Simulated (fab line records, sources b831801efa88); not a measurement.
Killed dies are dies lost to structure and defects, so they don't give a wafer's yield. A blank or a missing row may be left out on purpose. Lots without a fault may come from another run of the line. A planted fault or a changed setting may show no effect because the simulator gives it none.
Which tool did it? | flow gf180mcu | 12 lots, 36 wafers sampled, at 4 steps of a route of 602

WHAT THE GAUGES READ, wafer by wafer
GF_CONTACT_BOW_MEAS_05. Usual: CONTACT_BOW 64 um, standard deviation 5.9.
lot  | measured     | on            | CONTACT_BOW (um) | flag
L678 | day 15 11:19 | film_metro-02 | 67 70 57         |
L683 | day 17 12:23 | film_metro-04 | 64 64 61         |
L687 | day 19 06:44 | film_metro-01 | 61 68 71         |
L688 | day 19 13:18 | film_metro-04 | 59 61 60         |
L690 | day 20 03:22 | film_metro-02 | 69 55 57         |
L693 | day 21 01:39 | film_metro-04 | 59 64 60         |
L694 | day 21 11:16 | film_metro-01 | 62 55 75         |
L696 | day 21 23:23 | film_metro-02 | 64 63 63         |
L697 | day 22 07:14 | film_metro-02 | 71 64 63         |
L698 | day 22 16:20 | film_metro-04 | 69 61 64         |
L699 | day 22 21:56 | film_metro-04 | 69 61 62         |
L700 | day 23 09:11 | film_metro-01 | 70 47 79         |

GF_M1_CD_MEAS_14: target cd 230 nm. Usual: cd_nm 230.0 nm, standard deviation 1.2.
lot  | measured     | on        | cd_nm (nm)        | flag
L678 | day 17 09:37 | cd_sem-02 | 227.1 227.3 228.0 |
L683 | day 19 14:08 | cd_sem-01 | 229.3 228.2 229.2 |
L687 | day 21 08:43 | cd_sem-01 | 207.2 206.7 207.4 | OFF
L688 | day 21 15:14 | cd_sem-02 | 206.3 207.9 206.7 | OFF
L690 | day 22 05:08 | cd_sem-02 | 228.7 229.1 229.1 |
L693 | day 23 01:33 | cd_sem-01 | 229.4 228.1 229.6 |
L694 | day 23 10:14 | cd_sem-02 | 229.4 229.0 229.6 |
L696 | day 23 22:44 | cd_sem-01 | 230.4 229.6 230.2 |
L697 | day 24 05:34 | cd_sem-01 | 230.4 230.5 231.0 |
L698 | day 24 14:58 | cd_sem-02 | 233.1 230.9 231.7 |
L699 | day 24 19:47 | cd_sem-02 | 230.4 230.9 231.5 |
L700 | day 25 06:43 | cd_sem-01 | 231.7 230.5 231.4 |

WHICH TOOL RAN EACH LOT (tool, then ch and the chambers of the sampled wafers, then the start)
lot  | GF_CONTACT_CMP_27             | GF_M1_PEB_12
L678 | cmp-02 ch 0,1,2, day 16 10:26 | litho_track-02 ch 0, day 17 09:16
L683 | cmp-02 ch 2,3, day 18 13:19   | litho_track-02 ch 0, day 19 13:47
L687 | cmp-02 ch 0,3, day 20 07:47   | litho_track-01 ch 0, day 21 08:22
L688 | cmp-01 ch 1,2, day 20 14:31   | litho_track-01 ch 0, day 21 14:53
L690 | cmp-02 ch 0,1,3, day 21 05:16 | litho_track-02 ch 0, day 22 04:47
L693 | cmp-02 ch 1,2,3, day 22 02:37 | litho_track-03 ch 0, day 23 01:13
L694 | cmp-02 ch 0,1, day 22 11:10   | litho_track-03 ch 0, day 23 09:53
L696 | cmp-01 ch 0,1,2, day 23 00:10 | litho_track-02 ch 0, day 23 22:23
L697 | cmp-02 ch 0,1,3, day 23 07:28 | litho_track-01 ch 0, day 24 05:13
L698 | cmp-02 ch 0,1,2, day 23 16:19 | litho_track-02 ch 0, day 24 14:37
L699 | cmp-02 ch 0,2, day 23 21:11   | litho_track-01 ch 0, day 24 19:28
L700 | cmp-02 ch 0,1,3, day 24 08:38 | litho_track-02 ch 0, day 25 06:22
- GF_CONTACT_CMP_27: polishes, stops on SiO2, t overpolish 15 s, target thk 0 nm.
- GF_M1_PEB_12: peb time 90 s.

WHAT THE TOOLS THEMSELVES READ (means of the sampled wafers that have a number; where no wafer has one, the mark that the record gives instead)
GF_CONTACT_CMP_27. Usual: edge_zone_pressure_frac 1.000, standard deviation 0.0048; motor_current_A 11.8 A, standard deviation 1.2; overpolish_run_s 15.000 s, standard deviation 0.0087; retaining_ring_pressure_frac 0.999, standard deviation 0.0051; time_to_endpoint_s 74 s, standard deviation 4.6.
lot  | tool   | edge_zone_pressure_frac | motor_current_A (A) | overpolish_run_s (s) | retaining_ring_pressure_frac | time_to_endpoint_s (s) | flag
L678 | cmp-02 | 0.999                   | 12.1                | 15.006               | 0.996                        | 77                     |
L683 | cmp-02 | 0.995                   | 12.2                | 14.995               | 1.001                        | 72                     |
L687 | cmp-02 | 1.002                   | 11.5                | 15.002               | 1.002                        | 70                     |
L688 | cmp-01 | 1.001                   | 10.9                | 14.998               | 1.004                        | 79                     |
L690 | cmp-02 | 1.003                   | 11.3                | 14.998               | 1.002                        | 70                     |
L693 | cmp-02 | 0.998                   | 11.7                | 14.999               | 0.996                        | 73                     |
L694 | cmp-02 | 0.996                   | 11.0                | 15.002               | 1.000                        | 76                     |
L696 | cmp-01 | 1.002                   | 10.8                | 15.002               | 0.993                        | 72                     |
L697 | cmp-02 | 1.005                   | 11.4                | 14.999               | 0.996                        | 71                     |
L698 | cmp-02 | 1.002                   | 12.0                | 14.998               | 1.001                        | 74                     |
L699 | cmp-02 | 1.002                   | 12.5                | 15.005               | 1.002                        | 72                     |
L700 | cmp-02 | 1.000                   | 11.6                | 15.002               | 0.996                        | 69                     |

GF_M1_PEB_12. Usual: heater_power_total_W 85.69 W, standard deviation 0.081; plate_temp_C 135.02 C, standard deviation 0.14.
lot  | tool           | heater_power_total_W (W) | plate_temp_C (C) | flag
L678 | litho_track-02 | 85.68                    | 134.90           |
L683 | litho_track-02 | 85.79                    | 134.94           |
L687 | litho_track-01 | 101.22                   | 153.45           | OFF
L688 | litho_track-01 | 100.99                   | 153.65           | OFF
L690 | litho_track-02 | 85.64                    | 134.99           |
L693 | litho_track-03 | 85.70                    | 134.83           |
L694 | litho_track-03 | 85.68                    | 135.01           |
L696 | litho_track-02 | 85.70                    | 135.03           |
L697 | litho_track-01 | 85.69                    | 135.23           |
L698 | litho_track-02 | 85.62                    | 134.91           |
L699 | litho_track-01 | 85.72                    | 134.92           |
L700 | litho_track-02 | 85.67                    | 134.99           |

THE ANSWER, worked out from the rows above alone
Rule: a lot is off if the mean of its wafers that have a number lies more than 3 standard deviations from the usual mean. A lot without any number at a reading at which 4 lots or more have one is off too. The other lots that the step has rows for count as sound. The gauges are gone through in route order, then the tools' own readings, and for those a lot's mean is taken as printed above. The first step at which some lot is off is used, and at that step the reading that is off furthest; a lot without a number counts as furthest.
Off: L687, L688, at GF_M1_CD_MEAS_14 (cd_nm).
A tool fits if, at a process step before that reading, it ran every lot that is off, and no sound lot after the first of them. The gauges at GF_M1_CD_MEAS_14 aren't tried: what is off there is off at GF_M1_PEB_12 too, on other tools, and a gauge's error can't cause that. None of those tried fits.

WHAT THE SIMULATOR HAD PUT IN
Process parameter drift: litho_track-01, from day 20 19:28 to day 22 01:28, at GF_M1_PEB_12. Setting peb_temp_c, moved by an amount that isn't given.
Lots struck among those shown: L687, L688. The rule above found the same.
